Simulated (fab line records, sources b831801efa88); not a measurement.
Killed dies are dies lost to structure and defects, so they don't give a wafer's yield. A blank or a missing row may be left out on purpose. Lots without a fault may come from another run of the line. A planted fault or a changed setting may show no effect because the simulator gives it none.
Chamber matching | flow gf180mcu | GF_POLY_GATE_ETCH_12 on rie_diel-03: 4 sister chambers
The step etches BARC in N2/H2. 14 wafers are shown with their chamber, then 7 later ones without.

WAFERS WITH THEIR CHAMBER
wafer  | chamber | drypump_motor_current_A (A) | throttle_valve_pct (%) | oes_product_au (a.u.)
L076.1 | 1       | 6.1                         | 13.211                 | 0.736
L076.2 | 0       | 6.0                         | 13.216                 | 0.728
L076.4 | 3       | 5.0                         | 13.216                 | 0.734
L080.1 | 3       | 5.0                         | 13.214                 | 0.728
L080.2 | 1       | 6.1                         | 13.227                 | 0.738
L080.4 | 0       | 6.0                         | 13.215                 | 0.730
L081.2 | 3       | 5.0                         | 13.232                 | 0.739
L081.3 | 0       | 6.0                         | 13.222                 | 0.740
L081.4 | 1       | 6.1                         | 13.201                 | 0.734
L082.1 | 2       | 5.8                         | 13.219                 | 0.731
L082.4 | 0       | 6.0                         | 13.224                 | 0.736
L082.6 | 0       | 6.0                         | 13.206                 | 0.732
L086.2 | 1       | 6.1                         | 13.215                 | 0.742
L086.3 | 2       | 5.9                         | 13.206                 | 0.741

SIGNATURES (means of the wafers above)
reading                 | chamber 0 | chamber 1 | chamber 2 | chamber 3 | scatter within a chamber
drypump_motor_current_A | 6.000     | 6.100     | 5.850     | 5.000     | 0.0224
throttle_valve_pct      | 13.21660  | 13.21350  | 13.21250  | 13.22067  | 0.00908
oes_product_au          | 0.73320   | 0.73750   | 0.73600   | 0.73367   | 0.00488
Rule: a wafer's distance from a chamber is the root of the sum, over the readings, of the square of ((its reading less the chamber's mean) divided by the reading's scatter). The wafer belongs to the nearest chamber; if the next one is less than 2 further off, it can't be placed. The scatter: the root of (the sum of the squares of (reading less its chamber's mean) over the shown wafers, divided by (wafers less chambers)).

WAFERS WITHOUT THEIR CHAMBER
wafer  | drypump_motor_current_A (A) | throttle_valve_pct (%) | oes_product_au (a.u.)
L086.4 | 6.0                         | 13.221                 | 0.744
L092.3 | 6.1                         | 13.218                 | 0.740
L092.4 | 5.9                         | 13.205                 | 0.736
L092.5 | 5.9                         | 13.218                 | 0.739
L093.3 | 5.0                         | 13.215                 | 0.736
L093.5 | 5.8                         | 13.205                 | 0.738
L093.6 | 5.0                         | 13.226                 | 0.732

WHICH CHAMBER EACH WENT THROUGH
wafer  | from the rows above | in truth
L086.4 | 0                   | 0
L092.3 | 1                   | 1
L092.4 | 2                   | 2
L092.5 | 2                   | 2
L093.3 | 3                   | 3
L093.5 | 2                   | 2
L093.6 | 3                   | 3
Placed correctly: 7 of 7. Can't be placed from these rows: 0. Placed wrongly: 0.
